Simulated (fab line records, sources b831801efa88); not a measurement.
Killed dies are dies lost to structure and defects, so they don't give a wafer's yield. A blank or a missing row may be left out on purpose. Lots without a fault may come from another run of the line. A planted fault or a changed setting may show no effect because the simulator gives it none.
Which tool did it? | flow gf180mcu | 12 lots, 36 wafers sampled, at 3 steps of a route of 602

WHAT THE GAUGES READ, wafer by wafer
GF_V5_CD_MEAS_14: target cd 260 nm.
lot  | measured     | on        | cd_nm (nm)
L075 | day 27 13:08 | cd_sem-02 | 260.0 261.4 258.7
L077 | day 28 11:34 | cd_sem-02 | 260.1 260.6 260.7
L079 | day 28 16:15 | cd_sem-02 | 259.9 260.6 260.2
L081 | day 29 11:26 | cd_sem-02 | 259.7 259.4 257.9
L083 | day 29 23:07 | cd_sem-02 | 259.2 259.6 258.8
L085 | day 30 16:20 | cd_sem-02 | 260.8 259.6 259.0
L087 | day 31 08:37 | cd_sem-02 | 260.2 259.0 259.5
L089 | day 31 13:05 | cd_sem-02 | 259.2 259.4 259.2
L091 | day 32 03:57 | cd_sem-01 | 259.9 261.4 262.8
L093 | day 32 15:10 | cd_sem-02 | 261.5 261.3 258.9
L095 | day 33 05:44 | cd_sem-01 | 258.5 259.8 259.3
L097 | day 33 12:59 | cd_sem-02 | 259.5 258.2 259.5

WHICH TOOL RAN EACH LOT (tool, then ch and the chambers of the sampled wafers, then the start)
lot  | GF_V4_ETCH_17                                 | GF_V5_CMP_04
L075 | rie_diel-01 ch 2,3, day 26 16:35 or earlier   | cmp-02 ch 0,1, day 26 16:35
L077 | rie_diel-01 ch 1,3, day 27 14:52 or earlier   | cmp-01 ch 0,1,3, day 27 14:52
L079 | rie_diel-01 ch 1,2,3, day 27 19:57 or earlier | cmp-01 ch 0,1,2, day 27 19:57
L081 | rie_diel-02 ch 0,1,2, day 28 15:11 or earlier | cmp-01 ch 0,1, day 28 15:11
L083 | rie_diel-03 ch 1,2,3, day 29 03:44 or earlier | cmp-02 ch 0,1,2, day 29 03:44
L085 | rie_diel-01 ch 0,1, day 29 21:16 or earlier   | cmp-02 ch 1,3, day 29 21:16
L087 | rie_diel-01 ch 0,1,2, day 30 14:24 or earlier | cmp-01 ch 1,2,3, day 30 14:24
L089 | rie_diel-02 ch 1,2, day 30 19:22 or earlier   | cmp-01 ch 1,2, day 30 19:22
L091 | rie_diel-03 ch 1,2,3, day 31 10:40 or earlier | cmp-01 ch 1,2, day 31 10:40
L093 | rie_diel-02 ch 0,1,2, day 31 22:10 or earlier | cmp-02 ch 0,1,3, day 31 22:10
L095 | rie_diel-01 ch 0,3, day 32 13:06 or earlier   | cmp-02 ch 1,2,3, day 32 13:06
L097 | rie_diel-02 ch 0,2, day 32 20:27 or earlier   | cmp-01 ch 2,3, day 32 20:27
- GF_V4_ETCH_17: etches SiO2 in C4F8/O2/Ar, stops on TiN, target depth 630 nm.
- GF_V5_CMP_04: polishes SiO2.

THE ANSWER, worked out from the rows above alone
Rule: what is usual is taken from the lots themselves. Put in order of their means at a reading, lots are off if they are a third of the lots or fewer, leave a main group of 4 or more, and stand apart from it by a gap of 3 or more times the standard deviation of the main group's means; of several such gaps the widest counts. A main group whose means are all the same, to the digits that the tables above print for the reading, isn't used. A lot without any number at a reading at which 4 lots or more have one is off too. The other lots that the step has rows for count as sound.
No lot is off at any reading shown: from this, nothing can be told.

WHAT THE SIMULATOR HAD PUT IN
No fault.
